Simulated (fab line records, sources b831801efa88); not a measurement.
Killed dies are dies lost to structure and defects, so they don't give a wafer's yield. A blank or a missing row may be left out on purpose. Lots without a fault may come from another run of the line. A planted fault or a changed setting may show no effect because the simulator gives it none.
Which tool did it? | flow gf180mcu | 12 lots, 36 wafers sampled, at 5 steps of a route of 602

WHAT THE GAUGES READ, wafer by wafer
GF_MIM_THK_MEAS_06.
lot  | measured     | on            | MIM_CVD_05_THK (nm)
L763 | day 24 15:30 | film_metro-03 | 41.6 42.9 42.4
L764 | day 25 04:22 | film_metro-03 | 41.3 43.3 41.8
L765 | day 25 19:07 | film_metro-01 | 41.2 40.3 41.2
L766 | day 26 02:25 | film_metro-01 | 41.3 42.0 41.7
L768 | day 26 13:28 | film_metro-02 | 41.5 41.3 42.2
L769 | day 26 20:15 | film_metro-01 | 42.4 42.8 43.0
L770 | day 27 07:42 | film_metro-02 | 41.7 42.6 42.9
L771 | day 27 16:01 | film_metro-02 | 41.8 42.2 42.6
L772 | day 27 22:40 | film_metro-02 | 41.6 42.1 41.9
L773 | day 28 11:07 | film_metro-02 | 41.9 42.8 42.1
L774 | day 28 18:35 | film_metro-02 | 41.7 41.5 42.7
L780 | day 30 02:58 | film_metro-02 | 41.4 43.8 41.6

GF_MIM_THK_MEAS_11: measures by xrf.
lot  | measured     | on            | MIM_ALCU_THK (nm)
L763 | day 24 15:47 | film_metro-02 | 193.1 198.4 192.6
L764 | day 25 04:38 | film_metro-02 | 197.5 199.8 200.7
L765 | day 25 19:23 | film_metro-01 | 197.0 200.6 196.4
L766 | day 26 02:42 | film_metro-02 | 198.2 199.0 199.7
L768 | day 26 13:45 | film_metro-01 | 197.8 194.2 196.1
L769 | day 26 20:32 | film_metro-02 | 197.3 200.2 200.1
L770 | day 27 07:59 | film_metro-02 | 197.9 203.8 203.7
L771 | day 27 16:17 | film_metro-03 | 194.8 199.3 198.2
L772 | day 27 22:57 | film_metro-03 | 198.2 199.7 193.2
L773 | day 28 11:24 | film_metro-02 | 198.5 196.7 198.0
L774 | day 28 18:52 | film_metro-01 | 194.3 197.1 197.4
L780 | day 30 03:14 | film_metro-01 | 194.9 197.4 198.8

WHICH TOOL RAN EACH LOT (tool, then ch and the chambers of the sampled wafers, then the start)
lot  | GF_V4_CMP_26                  | GF_MIM_CVD_05                   | GF_MIM_SPUTTER_07
L763 | cmp-01 ch 1,2,3, day 24 15:04 | pecvd-04 ch 0,2, day 24 15:26   | pvd_sputter-02, day 24 15:32
L764 | cmp-01 ch 0,1,2, day 25 03:49 | pecvd-04 ch 0,1, day 25 04:20   | pvd_sputter-04, day 25 04:25
L765 | cmp-01 ch 0,1,3, day 25 18:34 | pecvd-04 ch 1,2, day 25 19:05   | pvd_sputter-04, day 25 19:10
L766 | cmp-01 ch 1,3, day 26 01:55   | pecvd-04 ch 1,2, day 26 02:23   | pvd_sputter-04, day 26 02:29
L768 | cmp-01 ch 0,1,2, day 26 13:01 | pecvd-02 ch 0,2, day 26 13:26   | pvd_sputter-04, day 26 13:31
L769 | cmp-01 ch 0,1,3, day 26 19:41 | pecvd-01 ch 0,1,2, day 26 20:12 | pvd_sputter-04, day 26 20:18
L770 | cmp-02 ch 2,3, day 27 07:08   | pecvd-04 ch 0,2, day 27 07:40   | pvd_sputter-01, day 27 07:45
L771 | cmp-02 ch 1,2,3, day 27 15:28 | pecvd-02 ch 0,1,2, day 27 15:59 | pvd_sputter-04, day 27 16:04
L772 | cmp-01 ch 0,1, day 27 22:05   | pecvd-04 ch 0,1,2, day 27 22:37 | pvd_sputter-02, day 27 22:43
L773 | cmp-02 ch 0,3, day 28 10:37   | pecvd-02 ch 0,1,2, day 28 11:05 | pvd_sputter-04, day 28 11:11
L774 | cmp-02 ch 0,2,3, day 28 18:04 | pecvd-04 ch 0,2, day 28 18:32   | pvd_sputter-02, day 28 18:38
L780 | cmp-01 ch 0,2,3, day 30 02:29 | pecvd-02 ch 0,2, day 30 02:55   | pvd_sputter-01, day 30 03:00
- GF_V4_CMP_26: polishes, stops on SiO2, t overpolish 15 s, target thk 0 nm.
- GF_MIM_CVD_05: deposits Si3N4, target thk 42 nm, time 29.086 s.
- GF_MIM_SPUTTER_07: material TiN, target thk 60 nm, time 50 s.

WHAT THE TOOLS THEMSELVES READ (means of the sampled wafers that have a number; where no wafer has one, the mark that the record gives instead)
GF_V4_CMP_26.
lot  | tool   | motor_current_A (A) | overpolish_run_s (s) | time_to_endpoint_s (s)
L763 | cmp-01 | 10.2                | 15.004               | 88
L764 | cmp-01 | 10.9                | 14.988               | 85
L765 | cmp-01 | 10.1                | 14.994               | 86
L766 | cmp-01 | 9.2                 | 14.999               | 85
L768 | cmp-01 | 10.9                | 15.008               | 89
L769 | cmp-01 | 10.1                | 14.999               | 81
L770 | cmp-02 | 10.9                | 14.998               | 81
L771 | cmp-02 | 11.2                | 14.994               | 86
L772 | cmp-01 | 10.2                | 14.997               | 87
L773 | cmp-02 | 11.2                | 14.994               | 84
L774 | cmp-02 | 10.9                | 15.008               | 85
L780 | cmp-01 | 10.3                | 14.999               | 81

GF_MIM_CVD_05.
lot  | tool     | heater_power_w (W)
L763 | pecvd-04 | 658
L764 | pecvd-04 | 604
L765 | pecvd-04 | 674
L766 | pecvd-04 | 684
L768 | pecvd-02 | 719
L769 | pecvd-01 | 546
L770 | pecvd-04 | 592
L771 | pecvd-02 | 630
L772 | pecvd-04 | 641
L773 | pecvd-02 | 641
L774 | pecvd-04 | 596
L780 | pecvd-02 | 731

GF_MIM_SPUTTER_07.
lot  | tool           | throttle_valve_pct (%)
L763 | pvd_sputter-02 | 28.5
L764 | pvd_sputter-04 | 31.0
L765 | pvd_sputter-04 | 30.8
L766 | pvd_sputter-04 | 30.7
L768 | pvd_sputter-04 | 30.4
L769 | pvd_sputter-04 | 30.5
L770 | pvd_sputter-01 | 29.3
L771 | pvd_sputter-04 | 31.1
L772 | pvd_sputter-02 | 29.4
L773 | pvd_sputter-04 | 31.4
L774 | pvd_sputter-02 | 30.2
L780 | pvd_sputter-01 | 29.2

THE ANSWER, worked out from the rows above alone
Rule: what is usual is taken from the lots themselves. Put in order of their means at a reading, lots are off if they are a third of the lots or fewer, leave a main group of 4 or more, and stand apart from it by a gap of 3 or more times the standard deviation of the main group's means; of several such gaps the widest counts. A main group whose means are all the same, to the digits that the tables above print for the reading, isn't used. A lot without any number at a reading at which 4 lots or more have one is off too. The other lots that the step has rows for count as sound. The gauges are gone through in route order, then the tools' own readings, and for those a lot's mean is taken as printed above. The first step at which some lot is off is used, and at that step the reading that is off furthest; a lot without a number counts as furthest.
No lot is off at any reading shown: from this, nothing can be told.

WHAT THE SIMULATOR HAD PUT IN
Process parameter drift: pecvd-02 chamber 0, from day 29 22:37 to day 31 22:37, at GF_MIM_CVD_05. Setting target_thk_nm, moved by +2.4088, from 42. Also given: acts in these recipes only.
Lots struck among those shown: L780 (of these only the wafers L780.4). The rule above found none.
